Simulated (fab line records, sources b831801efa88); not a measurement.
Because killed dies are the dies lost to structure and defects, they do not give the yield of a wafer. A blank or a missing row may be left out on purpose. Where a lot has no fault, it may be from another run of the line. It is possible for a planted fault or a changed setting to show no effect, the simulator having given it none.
fab line records    flow sky130
[record] lots = 5  wafers = 23
route steps=708 shown FIELD_ISO@4 DNWELL@37 PWDE@53 NWELL@77 VT_ADJUST_LVTN@105 VT_ADJUST_NCORE@123 VT_ADJUST_HVTR@135 SONOS_TUNNEL@160
startH: the number of hours between the record's first day and the start of the first shown wafer of the lot    waitH: hours since the lot's step before    " as in the row above    L1.1+2: a row that stands for several wafers    - no value, or no start was given    * or withheld: withheld    < > ~ a bound
route shown NAME@n: a module of which the file shows steps, and the number in the route of the first    usual: mean and standard deviation over wafers with no fault    same: alike in all rows    chamber/n: place in a boat    sites: readings site by site    _std_site: the values' standard deviation    _edge_site: outer sites' mean less inner sites'    radiusMm: how far each site lies from the wafer's centre    mask NAME#n: copy n    behind: the most recent tool/chamber to have shaped the wafer    hold: why the lot was held/for how many hours/how that ended    device: transistor that didn't switch, given as n, p or np    end of line: tests of these same wafers at the route's end    for a step that has no rows: nothing shown but its recipe    killed: not the wafer's yield, but the dies lost to structure and defects at the first sort    map: shows each die of a wafer: x if killed, . if not, _ if none is there
set.NAME: the setting that was run; set.NAME@STEP: the one run at that earlier step    model.NAME: the simulator's own value behind a step, which no gauge read
lots with deliberately changed settings; one table per step, one row per wafer
[[steps]]
[step SKY_FIELD_ISO_CVD_03]
[recipe] material = Si3N4  precursor = DCS/NH3  targetThkNm = 165  tempC = 770  timeS = 2830  pressureMtorr = 250
lot.wafer  tool      chamber  startH  waitH  set.tempC  model.Si3N4_of_FIELD_ISO_CVD_03.thkNm
L077.1     -         -        -       0.2    790        241.9
L077.2     "         -        "       "      790        242.1
L077.4     "         -        "       "      790        242
L077.5     "         -        "       "      790        241.3
L077.6     "         -        "       "      790        241.7
L078.1+2   -         -        -       0.1    757.2      129.1
L078.3     "         -        "       "      757.2      130.7
L078.4     "         -        "       "      757.2      130.3
L078.5     "         -        "       "      757.2      130.6
L081.1     lpcvd-02  1        47.86   0.1    770        167.1
L081.4     "         1        "       "      770        167.2
L081.5     "         1        "       "      770        166.4
L082.2     -         -        -       0.2    770        165.8
L082.3+5   "         -        "       "      770        165.4
L082.4     "         -        "       "      770        164.7
L082.6     "         -        "       "      770        164.5
L085.1     -         -        -       0.1    791.5      250.4
L085.2+4   "         -        "       "      791.5      250
L085.3     "         -        "       "      791.5      250.8
L085.5     "         -        "       "      791.5      249.9
[step SKY_FIELD_ISO_THK_MEAS_04]
[recipe] reads = Si3N4_of_FIELD_ISO_CVD_03
[usual] FIELD_ISO_CVD_03_THK = 166.2/1.3
lot.wafer  tool          chamber  startH  waitH  set.tempC@FIELD_ISO_CVD_03  FIELD_ISO_CVD_03_THK[nm]
L077.1     filmMetro-04  -        -       -      790                         241.9
L077.2     "             -        "       "      790                         242.0
L077.4     "             -        "       "      790                         242.2
L077.5     "             -        "       "      790                         241.3
L077.6     "             -        "       "      790                         241.6
L078.1     filmMetro-03  -        -       -      757.2                       129.1
L078.2     "             -        "       "      757.2                       129.0
L078.3     "             -        "       "      757.2                       130.7
L078.4     "             -        "       "      757.2                       130.3
L078.5     "             -        "       "      757.2                       130.5
L081.1     filmMetro-03  -        49.64   0.0    770                         167.2
L081.4     "             -        "       "      770                         167.2
L081.5     "             -        "       "      770                         166.5
L082.2     filmMetro-03  -        -       -      770                         165.8
L082.3     "             -        "       "      770                         165.3
L082.4     "             -        "       "      770                         164.7
L082.5     "             -        "       "      770                         165.3
L082.6     "             -        "       "      770                         164.7
L085.1     filmMetro-03  -        -       -      791.5                       250.4
L085.2     "             -        "       "      791.5                       249.9
L085.3     "             -        "       "      791.5                       250.6
L085.4     "             -        "       "      791.5                       250.1
L085.5     "             -        "       "      791.5                       249.8
[step SKY_FIELD_ISO_CLEAN_19]
[recipe] chemistry = SC1/SC2  mix = 1:4:20  tempC = 70  timeS = 150
lot.wafer  tool         chamber  startH  waitH  set.timeS  model.Si3N4_of_FIELD_ISO_CVD_03.thkNm
L077.1     -            -        -       0.0    167.1      201.7
L077.2     "            -        "       "      167.1      201.5
L077.4     "            -        "       "      167.1      201.4
L077.5     "            -        "       "      167.1      200.8
L077.6     "            -        "       "      167.1      201.3
L078.1     -            -        -       0.0    150        88.37
L078.2     "            -        "       "      150        88.62
L078.3     "            -        "       "      150        90.28
L078.4     "            -        "       "      150        89.42
L078.5     "            -        "       "      150        90.19
L081.1     wetBench-01  1        65.64   0.0    150        127.1
L081.4     "            1        "       "      150        127.3
L081.5     "            1        "       "      150        126.4
L082.2+5   -            -        -       0.0    150        125.6
L082.3     "            -        "       "      150        125.2
L082.4     "            -        "       "      150        124.4
L082.6     "            -        "       "      150        124.2
L085.1+4   -            -        -       0.0    158.5      209.9
L085.2+5   "            -        "       "      158.5      209.4
L085.3     "            -        "       "      158.5      210.9
[step SKY_FIELD_ISO_WET_ETCH_28]
[recipe] chemistry = dHF  targetDepthNm = 23.7  target = SiO2  dilution = 10:1  tempC = 25  timeS = 47
lot.wafer  tool         chamber  startH  waitH  set.timeS  model.SiO2_of_FIELD_ISO_CVD_24.thkNm
L077.1     -            -        -       0.2    53.76      431.8
L077.2     "            -        "       "      53.76      432
L077.4     "            -        "       "      53.76      432.8
L077.5     "            -        "       "      53.76      432.6
L077.6     "            -        "       "      53.76      431.1
L078.1     -            -        -       0.2    47         436.7
L078.2     "            -        "       "      47         435.3
L078.3     "            -        "       "      47         433.4
L078.4     "            -        "       "      47         436.4
L078.5     "            -        "       "      47         434.9
L081.1     wetBench-03  2        76.24   0.2    47         435.3
L081.4     "            2        "       "      47         436.5
L081.5     "            2        "       "      47         433.9
L082.2     -            -        -       0.1    51.92      431.7
L082.3     "            -        "       "      51.92      429.9
L082.4     "            -        "       "      51.92      429.5
L082.5     "            -        "       "      51.92      431
L082.6     "            -        "       "      51.92      431.5
L085.1     -            -        -       0.1    42.39      436.8
L085.2     "            -        "       "      42.39      438.3
L085.3+4   "            -        "       "      42.39      437.3
L085.5     "            -        "       "      42.39      437.2
[step SKY_DNWELL_COAT_02]
[recipe] spinRpm = 2000  resistThkNm = 3000
lot.wafer  tool           chamber  startH  waitH  set.resistThkNm  model.coat_of_DNWELL_COAT_02.thkNm
L077.1     lithoTrack-03  0        61.94   0.1    2929             2927
L077.2     "              0        "       "      2929             2932
L077.4     "              0        "       "      3000             3005
L077.5     "              0        "       "      3000             3003
L077.6     "              0        "       "      3000             3002
L078.1     lithoTrack-02  0        71.11   0.1    3000             2992
L078.2     "              0        "       "      2882             2882
L078.3     "              0        "       "      3000             2997
L078.4     "              0        "       "      2882             2874
L078.5     "              0        "       "      3000             3003
L081.1     lithoTrack-02  0        89.01   0.1    3000             3000
L081.4+5   "              0        "       "      3000             3001
L082.2+4   lithoTrack-04  0        90.35   0.1    3000             3006
L082.3     "              0        "       "      2943             2943
L082.5     "              0        "       "      3000             2999
L082.6     "              0        "       "      2943             2954
L085.1     lithoTrack-03  0        106.84  0.1    3000             3002
L085.2+3   "              0        "       "      3000             3004
L085.4     "              0        "       "      3000             3011
L085.5     "              0        "       "      3000             3009
[step SKY_DNWELL_DEVELOP_06]
[recipe] wallAngleDeg = 90  developer = TMAH  developTimeS = 60  devTempC = 23
lot.wafer   tool           chamber  startH  waitH  set.developTimeS
L077.1+5    lithoTrack-04  0        -       -      66.54
L077.2+4+6  "              0        "       "      60
L078.1+4+5  lithoTrack-02  0        -       -      60
L078.2+3    "              0        "       "      52.92
L081.1+4+5  lithoTrack-02  0        -       -      60
L082.2+4    lithoTrack-04  0        -       -      65.36
L082.3+5+6  "              0        "       "      60
L085.1+3    lithoTrack-03  0        -       -      55.89
L085.2+4+5  "              0        "       "      60
[step SKY_DNWELL_IMPLANT_07]
[recipe] species = P  energyKev = withheld  doseCm2 = withheld  tiltDeg = withheld
[step SKY_DNWELL_STRIP_08]
[recipe] chemistry = O2/N2  powerW = 1400  pressureMtorr = 1500  platenTempC = withheld  o2FlowSccm = 3000  n2FlowSccm = 300  overashFraction = 0.5
[usual] stripTimeToEndpointS = 36.92/0.079
lot.wafer  tool            chamber  startH  waitH  set.resistThkNm@DNWELL_COAT_02  stripTimeToEndpointS
L077.1     plasmaAsher-02  1        70.23   0.1    2929                            36.09
L077.2     "               0        "       "      2929                            36.15
L077.4     "               0        "       "      3000                            36.98
L077.5     "               0        "       "      3000                            36.93
L077.6     "               1        "       "      3000                            36.93
L078.1     plasmaAsher-02  0        79.66   0.1    3000                            36.84
L078.2     "               1        "       "      2882                            35.57
L078.3     "               1        "       "      3000                            36.87
L078.4     "               0        "       "      2882                            35.46
L078.5     "               1        "       "      3000                            36.96
L081.1     plasmaAsher-02  1        97.36   0.1    3000                            36.93
L081.4     "               1        "       "      3000                            36.92
L081.5     "               1        "       "      3000                            36.93
L082.2     plasmaAsher-03  0        99.13   0.1    3000                            36.98
L082.3     "               0        "       "      2943                            36.27
L082.4     "               1        "       "      3000                            36.99
L082.5     "               1        "       "      3000                            36.90
L082.6     "               0        "       "      2943                            36.40
L085.1     plasmaAsher-04  0        116.39  0.1    3000                            36.94
L085.2     "               1        "       "      3000                            36.95
L085.3     "               0        "       "      3000                            36.96
L085.4     "               1        "       "      3000                            37.06
L085.5     "               0        "       "      3000                            37.01
[step SKY_PWDE_IMPLANT_08]
[recipe] species = B  energyKev = 150  doseCm2 = 3.6e+12  tiltDeg = withheld
lot.wafer   tool          chamber  startH  waitH  set.doseCm2
L077.1+2+4  implanter-04  0        86.87   0.0    3.6e+12
L077.5+6    "             0        "       "      3.818e+12
L078.1+3+4  implanter-02  0        96.76   0.0    3.6e+12
L078.2+5    "             0        "       "      3.354e+12
L081.1+4+5  implanter-04  0        115.92  0.0    3.6e+12
L082.2+4+6  implanter-03  0        117.60  0.0    3.6e+12
L082.3+5    "             0        "       "      3.834e+12
L085.1+2+5  implanter-02  0        134.39  0.0    3.6e+12
L085.3+4    "             0        "       "      3.778e+12
[step SKY_PWDE_STRIP_09]
[recipe] chemistry = O2/N2  powerW = 1400  pressureMtorr = 1500  platenTempC = withheld  o2FlowSccm = 3000  n2FlowSccm = 300  overashFraction = 0.5
[step SKY_PWDE_TW_MEAS_10]
[usual] PWDE_TW = 375.5/1.9
lot.wafer  tool          chamber  startH  waitH  set.doseCm2@PWDE_IMPLANT_08  PWDE_TW
L077.1     filmMetro-01  -        87.12   0.1    3.6e+12                      373.2
L077.2     "             -        "       "      3.6e+12                      374.9
L077.4     "             -        "       "      3.6e+12                      375.1
L077.5     "             -        "       "      3.818e+12                    380.1
L077.6     "             -        "       "      3.818e+12                    381.3
L078.1     filmMetro-01  -        97.01   0.1    3.6e+12                      374.3
L078.2     "             -        "       "      3.354e+12                    370.4
L078.3     "             -        "       "      3.6e+12                      377.9
L078.4     "             -        "       "      3.6e+12                      377.7
L078.5     "             -        "       "      3.354e+12                    367.3
L081.1     filmMetro-03  -        116.21  0.1    3.6e+12                      376.2
L081.4     "             -        "       "      3.6e+12                      375.5
L081.5     "             -        "       "      3.6e+12                      378.0
L082.2     filmMetro-03  -        117.83  0.1    3.6e+12                      376.4
L082.3     "             -        "       "      3.834e+12                    383.5
L082.4     "             -        "       "      3.6e+12                      377.5
L082.5     "             -        "       "      3.834e+12                    384.9
L082.6     "             -        "       "      3.6e+12                      375.8
L085.1     filmMetro-01  -        134.64  0.1    3.6e+12                      376.7
L085.2     "             -        "       "      3.6e+12                      377.0
L085.3     "             -        "       "      3.778e+12                    380.4
L085.4     "             -        "       "      3.778e+12                    381.4
L085.5     "             -        "       "      3.6e+12                      379.1
[step SKY_NWELL_IMPLANT_24]
[recipe] species = B  energyKev = 140  doseCm2 = 9.2e+12  tiltDeg = withheld
lot.wafer   tool          chamber  startH  waitH  set.doseCm2
L077.1+5+6  implanter-04  0        122.31  0.0    9.2e+12
L077.2+4    "             0        "       "      8.713e+12
L078.1+3+5  implanter-03  0        134.31  0.0    9.2e+12
L078.2+4    "             0        "       "      9.698e+12
L081.1+4+5  implanter-01  0        153.50  0.0    9.2e+12
L082.2+5    implanter-03  0        157.14  0.0    8.6e+12
L082.3+4+6  "             0        "       "      9.2e+12
L085.1+4    implanter-01  0        172.85  0.0    9.512e+12
L085.2+3+5  "             0        "       "      9.2e+12
[step SKY_NWELL_STRIP_25]
[recipe] chemistry = O2/N2  powerW = 1400  pressureMtorr = 1500  platenTempC = withheld  o2FlowSccm = 3000  n2FlowSccm = 300  overashFraction = 0.5
[step SKY_NWELL_TW_MEAS_26]
[usual] NWELL_2_TW = 499/3.6
lot.wafer  tool          chamber  startH  waitH  set.doseCm2@NWELL_IMPLANT_24  NWELL_2_TW
L077.1     filmMetro-01  -        122.56  0.1    9.2e+12                       498
L077.2     "             -        "       "      8.713e+12                     490
L077.4     "             -        "       "      8.713e+12                     490
L077.5     "             -        "       "      9.2e+12                       498
L077.6     "             -        "       "      9.2e+12                       498
L078.1     filmMetro-01  -        134.58  0.1    9.2e+12                       500
L078.2     "             -        "       "      9.698e+12                     505
L078.3     "             -        "       "      9.2e+12                       503
L078.4     "             -        "       "      9.698e+12                     508
L078.5     "             -        "       "      9.2e+12                       498
L081.1     filmMetro-01  -        153.75  0.1    9.2e+12                       501
L081.4     "             -        "       "      9.2e+12                       504
L081.5     "             -        "       "      9.2e+12                       502
L082.2     filmMetro-01  -        157.37  0.1    8.6e+12                       491
L082.3     "             -        "       "      9.2e+12                       501
L082.4     "             -        "       "      9.2e+12                       502
L082.5     "             -        "       "      8.6e+12                       492
L082.6     "             -        "       "      9.2e+12                       501
L085.1     filmMetro-03  -        173.10  0.1    9.512e+12                     507
L085.2     "             -        "       "      9.2e+12                       504
L085.3     "             -        "       "      9.2e+12                       503
L085.4     "             -        "       "      9.512e+12                     506
L085.5     "             -        "       "      9.2e+12                       502
[step SKY_NWELL_CLEAN_27]
[recipe] chemistry = SC1/SC2  mix = 1:4:20  tempC = 70  timeS = 150  dry = n2Spin
[step SKY_NWELL_RTA_28]
[recipe] tempC = 1050  timeS = 30  idleTempC = 650  rampUpCPerS = 150  rampDownCPerS = 90  ambient = N2
[step SKY_NWELL_RS_MEAS_31]
[recipe] thkMeasGauge = four-point-probe
[usual] PWDE_RS = 5277/18
lot.wafer  tool          chamber  startH  waitH  set.doseCm2@PWDE_IMPLANT_08  PWDE_RS[ohm/sq]
L077.1     filmMetro-04  -        123.01  0.1    3.6e+12                      5279
L077.2     "             -        "       "      3.6e+12                      5296
L077.4     "             -        "       "      3.6e+12                      5264
L077.5     "             -        "       "      3.818e+12                    5046
L077.6     "             -        "       "      3.818e+12                    5036
L078.1     filmMetro-01  -        135.03  0.1    3.6e+12                      5270
L078.2     "             -        "       "      3.354e+12                    5554
L078.3     "             -        "       "      3.6e+12                      5258
L078.4     "             -        "       "      3.6e+12                      5232
L078.5     "             -        "       "      3.354e+12                    5563
L081.1     filmMetro-03  -        154.20  0.1    3.6e+12                      5283
L081.4     "             -        "       "      3.6e+12                      5282
L081.5     "             -        "       "      3.6e+12                      5280
L082.2     filmMetro-01  -        157.84  0.1    3.6e+12                      5288
L082.3     "             -        "       "      3.834e+12                    5026
L082.4     "             -        "       "      3.6e+12                      5251
L082.5     "             -        "       "      3.834e+12                    5038
L082.6     "             -        "       "      3.6e+12                      5300
L085.1     filmMetro-01  -        173.60  0.1    3.6e+12                      5246
L085.2     "             -        "       "      3.6e+12                      5260
L085.3     "             -        "       "      3.778e+12                    5056
L085.4     "             -        "       "      3.778e+12                    5046
L085.5     "             -        "       "      3.6e+12                      5252
[step SKY_VT_ADJUST_LVTN_IMPLANT_08]
[recipe] species = B  energyKev = 30  doseCm2 = 1.57e+12  tiltDeg = withheld
lot.wafer       tool          chamber  startH  waitH  set.energyKev  model.implant.rpNm  model.implant.drpNm
L077.1+4        implanter-01  0        161.41  0.0    30             93.6                42.97
L077.2+5+6      "             0        "       "      31.75          98.9                44.74
L078.1+4+5      implanter-02  0        173.20  0.0    30             95.07               42.97
L078.2+3        "             0        "       "      31.52          99.75               44.52
L081.1+4+5      implanter-04  0        196.22  0.0    30             96.29               42.97
L082.2+3+4+5+6  implanter-04  0        200.57  0.0    30             96.16               42.97
L085.1+3        implanter-02  0        217.45  0.0    30             97.86               42.97
L085.2+4+5      "             0        "       "      30.95          100.9               43.96
[step SKY_VT_ADJUST_NCORE_EXPOSE_04]
[recipe] maskId = LVTN_COMPLEMENT_THIN  na = 0.6  sourceShape = conventional  sigmaOuter = 0.6  polarization = unpolarized  targetCdNm = 380  doseMj = 139
lot.wafer   tool             chamber  startH  waitH  mask                    set.doseMj
L077.1+2+5  ilineStepper-01  0        -       -      LVTN_COMPLEMENT_THIN#0  139
L077.4+6    "                0        "       "      LVTN_COMPLEMENT_THIN#0  130.4
L078.1+4    ilineStepper-02  0        -       -      LVTN_COMPLEMENT_THIN#0  129.9
L078.2+3+5  "                0        "       "      LVTN_COMPLEMENT_THIN#0  139
L081.1+4+5  ilineStepper-01  0        -       -      LVTN_COMPLEMENT_THIN#0  139
L082.2+4+6  ilineStepper-01  0        -       -      LVTN_COMPLEMENT_THIN#0  129.4
L082.3+5    "                0        "       "      LVTN_COMPLEMENT_THIN#0  139
L085.1+2+3  ilineStepper-02  0        -       -      LVTN_COMPLEMENT_THIN#0  131.3
L085.4+5    "                0        "       "      LVTN_COMPLEMENT_THIN#0  139
[step SKY_VT_ADJUST_NCORE_PEB_05]
[recipe] tempC = withheld  timeS = *  resist = NOVOLAK
[step SKY_VT_ADJUST_NCORE_DEVELOP_06]
[recipe] resist = NOVOLAK  developer = TMAH  developTimeS = 60  devTempC = 23
[step SKY_VT_ADJUST_NCORE_CD_MEAS_07]
[recipe] targetCdNm = 380
[usual] cdNm = 379.5/2.9
lot.wafer  tool      chamber  startH  waitH  set.doseMj@VT_ADJUST_NCORE_EXPOSE_04  cdNm
L077.1     cdSem-01  -        204.11  0.1    139                                   377.3
L077.2     "         -        "       "      139                                   379.4
L077.4     "         -        "       "      130.4                                 357.7
L077.5     "         -        "       "      139                                   375.5
L077.6     "         -        "       "      130.4                                 358.2
L078.1     cdSem-01  -        216.91  0.1    129.9                                 365.4
L078.2     "         -        "       "      139                                   384.4
L078.3     "         -        "       "      139                                   385.6
L078.4     "         -        "       "      129.9                                 364.2
L078.5     "         -        "       "      139                                   387.7
L081.1     cdSem-01  -        241.12  0.1    139                                   382.7
L081.4     "         -        "       "      139                                   382.4
L081.5     "         -        "       "      139                                   380.1
L082.2     cdSem-02  -        245.19  0.1    129.4                                 361.0
L082.3     "         -        "       "      139                                   381.2
L082.4     "         -        "       "      129.4                                 362.3
L082.5     "         -        "       "      139                                   382.0
L082.6     "         -        "       "      129.4                                 359.6
L085.1     cdSem-02  -        262.69  0.1    131.3                                 363.0
L085.2     "         -        "       "      131.3                                 363.6
L085.3     "         -        "       "      131.3                                 362.6
L085.4     "         -        "       "      139                                   380.1
L085.5     "         -        "       "      139                                   378.5
[step SKY_VT_ADJUST_HVTR_EXPOSE_04]
[recipe] maskId = HVTRM  targetCdNm = 380  na = 0.6  sourceShape = conventional  sigmaOuter = 0.6  doseMj = 150
lot.wafer       tool             chamber  startH  waitH  mask     set.doseMj
L077.1+5        ilineStepper-02  0        -       -      HVTRM#0  156.5
L077.2+4+6      "                0        "       "      HVTRM#0  150
L078.1+2+3+4+5  ilineStepper-01  0        -       -      HVTRM#0  150
L081.1+4+5      ilineStepper-01  0        -       -      HVTRM#0  150
L082.2+3+6      ilineStepper-02  0        -       -      HVTRM#0  150
L082.4+5        "                0        "       "      HVTRM#0  144.6
L085.1+4+5      ilineStepper-01  0        -       -      HVTRM#0  139.1
L085.2+3        "                0        "       "      HVTRM#0  150
[step SKY_VT_ADJUST_HVTR_DEVELOP_06]
[recipe] developTimeS = 60  devTempC = 23
lot.wafer   tool           chamber  startH  waitH  set.developTimeS
L077.1+4+5  lithoTrack-04  0        226.62  0.1    60
L077.2+6    "              0        "       "      65.96
L078.1+3+4  lithoTrack-04  0        239.12  0.1    60
L078.2+5    "              0        "       "      54.84
L081.1+4+5  lithoTrack-02  0        263.81  0.1    60
L082.2+5+6  lithoTrack-02  0        268.29  0.1    60
L082.3+4    "              0        "       "      56.89
L085.1+4    lithoTrack-02  0        286.96  0.1    66.4
L085.2+3+5  "              0        "       "      60
[step SKY_VT_ADJUST_HVTR_CD_MEAS_07]
[recipe] targetCdNm = 380
[usual] cdNm = 380.5/2.7
lot.wafer  tool      chamber  startH  waitH  set.doseMj@VT_ADJUST_HVTR_EXPOSE_04  set.developTimeS@VT_ADJUST_HVTR_DEVELOP_06  cdNm
L077.1     cdSem-02  -        226.77  0.1    156.5                                60                                          397.4
L077.2     "         -        "       "      150                                  65.96                                       390.4
L077.4     "         -        "       "      150                                  60                                          385.8
L077.5     "         -        "       "      156.5                                60                                          397.4
L077.6     "         -        "       "      150                                  65.96                                       394.8
L078.1     cdSem-01  -        239.27  0.1    150                                  60                                          378.5
L078.2     "         -        "       "      150                                  54.84                                       372.0
L078.3     "         -        "       "      150                                  60                                          377.7
L078.4     "         -        "       "      150                                  60                                          380.4
L078.5     "         -        "       "      150                                  54.84                                       370.9
L081.1     cdSem-02  -        263.96  0.1    150                                  60                                          376.6
L081.4     "         -        "       "      150                                  60                                          376.6
L081.5     "         -        "       "      150                                  60                                          379.2
L082.2     cdSem-02  -        268.43  0.1    150                                  60                                          383.2
L082.3     "         -        "       "      150                                  56.89                                       377.4
L082.4     "         -        "       "      144.6                                56.89                                       362.5
L082.5     "         -        "       "      144.6                                60                                          370.4
L082.6     "         -        "       "      150                                  60                                          381.0
L085.1     cdSem-02  -        287.11  0.1    139.1                                66.4                                        368.3
L085.2     "         -        "       "      150                                  60                                          380.3
L085.3     "         -        "       "      150                                  60                                          381.2
L085.4     "         -        "       "      139.1                                66.4                                        369.7
L085.5     "         -        "       "      139.1                                60                                          356.8
[step SKY_SONOS_TUNNEL_DEVELOP_06]
[recipe] resist = NOVOLAK  developer = TMAH  developTimeS = 60  devTempC = 23
lot.wafer       tool           chamber  startH  waitH  set.developTimeS
L077.1+2+4      lithoTrack-03  0        272.64  0.1    60
L077.5+6        "              0        "       "      55.04
L078.1+2+3+4+5  lithoTrack-02  0        286.66  0.1    60
L081.1+4+5      lithoTrack-02  0        312.81  0.1    60
L082.2+4+5      lithoTrack-04  0        318.85  0.1    57.17
L082.3+6        "              0        "       "      60
L085.1+2        lithoTrack-04  0        339.47  0.1    62.98
L085.3+4+5      "              0        "       "      60
[step SKY_SONOS_TUNNEL_CD_MEAS_07]
[recipe] targetCdNm = 410
[usual] cdNm = 410.9/2.4
lot.wafer  tool      chamber  startH  waitH  set.developTimeS@SONOS_TUNNEL_DEVELOP_06  cdNm
L077.1     cdSem-02  -        272.79  0.1    60                                        407.9
L077.2     "         -        "       "      60                                        411.1
L077.4     "         -        "       "      60                                        408.9
L077.5     "         -        "       "      55.04                                     402.0
L077.6     "         -        "       "      55.04                                     400.8
L078.1     cdSem-02  -        286.81  0.1    60                                        413.5
L078.2     "         -        "       "      60                                        412.6
L078.3     "         -        "       "      60                                        413.3
L078.4     "         -        "       "      60                                        412.0
L078.5     "         -        "       "      60                                        413.5
L081.1     cdSem-01  -        312.96  0.1    60                                        407.8
L081.4     "         -        "       "      60                                        408.9
L081.5     "         -        "       "      60                                        408.2
L082.2     cdSem-01  -        318.99  0.1    57.17                                     407.9
L082.3     "         -        "       "      60                                        409.6
L082.4     "         -        "       "      57.17                                     406.5
L082.5     "         -        "       "      57.17                                     406.1
L082.6     "         -        "       "      60                                        410.2
L085.1     cdSem-01  -        339.62  0.1    62.98                                     416.1
L085.2     "         -        "       "      62.98                                     416.8
L085.3     "         -        "       "      60                                        414.7
L085.4     "         -        "       "      60                                        412.1
L085.5     "         -        "       "      60                                        414.7
[[key]]
[split] step = SKY_FIELD_ISO_CVD_03  setting = tempC  stated = 770  by = lot
[response] step = SKY_FIELD_ISO_CVD_03  reading = model.Si3N4_of_FIELD_ISO_CVD_03.thkNm  change = +27.4  per = 1%  r = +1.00
[response] step = SKY_FIELD_ISO_THK_MEAS_04  reading = FIELD_ISO_CVD_03_THK  change = +27.4  per = 1%  r = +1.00
[split] step = SKY_FIELD_ISO_CLEAN_19  setting = timeS  stated = 150  by = lot
[response] step = SKY_FIELD_ISO_CLEAN_19  reading = model.Si3N4_of_FIELD_ISO_CVD_03.thkNm  change = +8.92  per = 1%  r = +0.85
[split] step = SKY_FIELD_ISO_WET_ETCH_28  setting = timeS  stated = 47  by = lot
[response] step = SKY_FIELD_ISO_WET_ETCH_28  reading = model.SiO2_of_FIELD_ISO_CVD_24.thkNm  change = -0.265  per = 1%  r = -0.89
[split] step = SKY_DNWELL_COAT_02  setting = resistThkNm  stated = 3000  by = wafer
[response] step = SKY_DNWELL_COAT_02  reading = model.coat_of_DNWELL_COAT_02.thkNm  change = +30.3  per = 1%  r = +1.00
[response] step = SKY_DNWELL_STRIP_08  reading = stripTimeToEndpointS  change = *  per = 1%  r = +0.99
[split] step = SKY_DNWELL_DEVELOP_06  setting = developTimeS  stated = 60  by = wafer
response none clear
[split] step = SKY_PWDE_IMPLANT_08  setting = doseCm2  stated = 3.6e+12  by = wafer
[response] step = SKY_PWDE_TW_MEAS_10  reading = PWDE_TW  change = +1.05  per = 1%  r = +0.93
[response] step = SKY_NWELL_RS_MEAS_31  reading = PWDE_RS  change = -40.9  per = 1%  r = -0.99
[split] step = SKY_NWELL_IMPLANT_24  setting = doseCm2  stated = 9.2e+12  by = wafer
[response] step = SKY_NWELL_TW_MEAS_26  reading = NWELL_2_TW  change = +1.37  per = 1%  r = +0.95
[split] step = SKY_VT_ADJUST_LVTN_IMPLANT_08  setting = energyKev  stated = 30  by = wafer
[response] step = SKY_VT_ADJUST_LVTN_IMPLANT_08  reading = model.implant.rpNm  change = +0.92  per = 1%  r = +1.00
[response] step = SKY_VT_ADJUST_LVTN_IMPLANT_08  reading = model.implant.drpNm  change = +0.306  per = 1%  r = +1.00
[split] step = SKY_VT_ADJUST_NCORE_EXPOSE_04  setting = doseMj  stated = 139  by = wafer
[response] step = SKY_VT_ADJUST_NCORE_CD_MEAS_07  reading = cdNm  change = +3.08  per = 1%  r = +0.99
[split] step = SKY_VT_ADJUST_HVTR_EXPOSE_04  setting = doseMj  stated = 150  by = wafer
[response] step = SKY_VT_ADJUST_HVTR_CD_MEAS_07  reading = cdNm  slope = +3.21  per = 1%  togetherWith = developTimeS@VT_ADJUST_HVTR_DEVELOP_06  explained = 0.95
[split] step = SKY_VT_ADJUST_HVTR_DEVELOP_06  setting = developTimeS  stated = 60  by = wafer
[response] step = SKY_VT_ADJUST_HVTR_CD_MEAS_07  reading = cdNm  slope = +0.976  per = 1%  togetherWith = doseMj@VT_ADJUST_HVTR_EXPOSE_04  explained = 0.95
[split] step = SKY_SONOS_TUNNEL_DEVELOP_06  setting = developTimeS  stated = 60  by = wafer
[response] step = SKY_SONOS_TUNNEL_CD_MEAS_07  reading = cdNm  change = +0.804  per = 1%  r = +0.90
